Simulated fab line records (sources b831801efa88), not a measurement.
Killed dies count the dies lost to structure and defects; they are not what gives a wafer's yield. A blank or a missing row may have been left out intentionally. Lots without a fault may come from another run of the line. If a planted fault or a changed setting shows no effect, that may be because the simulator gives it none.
Which tool did it? || flow sky130 || 42 wafers sampled from 14 lots at 1 step of a route of 708

## WHAT THE GAUGES READ, wafer by wafer
The record holds no reading of a measuring or inspecting step that can be judged against a usual standard deviation.

## WHAT TOOL EACH LOT RAN ON (gives the tool, then ch and the chambers of the sampled wafers, and finally the start)
{"lot": "L368", "SKY_VIA1_EXPOSE_09": "krf_scanner-02 ch 0, day 34 00:10"}
{"lot": "L369", "SKY_VIA1_EXPOSE_09": "krf_scanner-01 ch 0, day 34 08:53"}
{"lot": "L370", "SKY_VIA1_EXPOSE_09": "krf_scanner-01 ch 0, day 34 18:10"}
{"lot": "L371", "SKY_VIA1_EXPOSE_09": "krf_scanner-02 ch 0, day 35 07:58"}
{"lot": "L373", "SKY_VIA1_EXPOSE_09": "krf_scanner-01 ch 0, day 36 04:35"}
{"lot": "L372", "SKY_VIA1_EXPOSE_09": "krf_scanner-01 ch 0, day 36 07:40"}
{"lot": "L375", "SKY_VIA1_EXPOSE_09": "krf_scanner-01 ch 0, day 36 19:12"}
{"lot": "L376", "SKY_VIA1_EXPOSE_09": "krf_scanner-01 ch 0, day 36 21:13"}
{"lot": "L378", "SKY_VIA1_EXPOSE_09": "krf_scanner-02 ch 0, day 37 14:41"}
{"lot": "L379", "SKY_VIA1_EXPOSE_09": "krf_scanner-01 ch 0, day 37 19:42"}
{"lot": "L381", "SKY_VIA1_EXPOSE_09": "krf_scanner-01 ch 0, day 38 10:50"}
{"lot": "L387", "SKY_VIA1_EXPOSE_09": "krf_scanner-02, day 40 00:36"}
{"lot": "L388", "SKY_VIA1_EXPOSE_09": "krf_scanner-01, day 40 07:41"}
{"lot": "L389", "SKY_VIA1_EXPOSE_09": "krf_scanner-01 ch 0, day 40 13:06"}
- SKY_VIA1_EXPOSE_09: exposes mask VIM, target cd 150 nm.

## WHAT THE TOOLS THEMSELVES READ (means of the sampled wafers that have a number; where no wafer has one, the mark that the record gives instead)
SKY_VIA1_EXPOSE_09.
{"lot": "L368", "tool": "krf_scanner-02", "exposure_dose_mJ_cm2": 37.9, "focus_offset_nm (nm)": 0.1}
{"lot": "L369", "tool": "krf_scanner-01", "exposure_dose_mJ_cm2": 38.5, "focus_offset_nm (nm)": -0.2}
{"lot": "L370", "tool": "krf_scanner-01", "exposure_dose_mJ_cm2": 38.5, "focus_offset_nm (nm)": 0.6}
{"lot": "L371", "tool": "krf_scanner-02", "exposure_dose_mJ_cm2": 37.9, "focus_offset_nm (nm)": 0.4}
{"lot": "L373", "tool": "krf_scanner-01", "exposure_dose_mJ_cm2": 38.5, "focus_offset_nm (nm)": 0.3}
{"lot": "L372", "tool": "krf_scanner-01", "exposure_dose_mJ_cm2": 38.5, "focus_offset_nm (nm)": 1.1}
{"lot": "L375", "tool": "krf_scanner-01", "exposure_dose_mJ_cm2": 38.5, "focus_offset_nm (nm)": -0.5}
{"lot": "L376", "tool": "krf_scanner-01", "exposure_dose_mJ_cm2": 38.5, "focus_offset_nm (nm)": -0.1}
{"lot": "L378", "tool": "krf_scanner-02", "exposure_dose_mJ_cm2": 37.9, "focus_offset_nm (nm)": -0.1}
{"lot": "L379", "tool": "krf_scanner-01", "exposure_dose_mJ_cm2": 38.5, "focus_offset_nm (nm)": 0.7}
{"lot": "L381", "tool": "krf_scanner-01", "exposure_dose_mJ_cm2": 38.5, "focus_offset_nm (nm)": -0.8}
{"lot": "L387", "tool": "krf_scanner-02", "exposure_dose_mJ_cm2": "-", "focus_offset_nm (nm)": "-"}
{"lot": "L388", "tool": "krf_scanner-01", "exposure_dose_mJ_cm2": "-", "focus_offset_nm (nm)": "-"}
{"lot": "L389", "tool": "krf_scanner-01", "exposure_dose_mJ_cm2": 38.5, "focus_offset_nm (nm)": 0.8}

## THE ANSWER, worked out from the rows above alone
Rule: the usual values come from the lots themselves. Put in order of their means at a reading, lots are off if they are a third of the lots or fewer, leave a main group of 4 or more, and stand apart from it by a gap of 3 or more times the standard deviation of the main group's means; of several such gaps the widest counts. The tables above print the reading to a certain number of digits; a main group whose means all agree to those digits is not used. Also off: a lot with no number at a reading for which 4 or more lots have one. Any other lot the step has rows for is counted as sound. After the gauges, taken in route order, come the tools' own readings; for these a lot's mean is taken, as printed above. At the first step where some lot is off, the reading lying furthest off is the one used; lots without a number count as furthest.
Off, at SKY_VIA1_EXPOSE_09 on exposure_dose_mJ_cm2: L387, L388. Without a number there: L387, L388. The main group: mean 38.4, standard deviation 0.26.
A tool fits if, at that step or a process step before it, it ran every lot that is off, and no sound lot after the first of them. Not one of the candidates tried fits.

## WHAT HAD BEEN PUT IN BY THE SIMULATOR
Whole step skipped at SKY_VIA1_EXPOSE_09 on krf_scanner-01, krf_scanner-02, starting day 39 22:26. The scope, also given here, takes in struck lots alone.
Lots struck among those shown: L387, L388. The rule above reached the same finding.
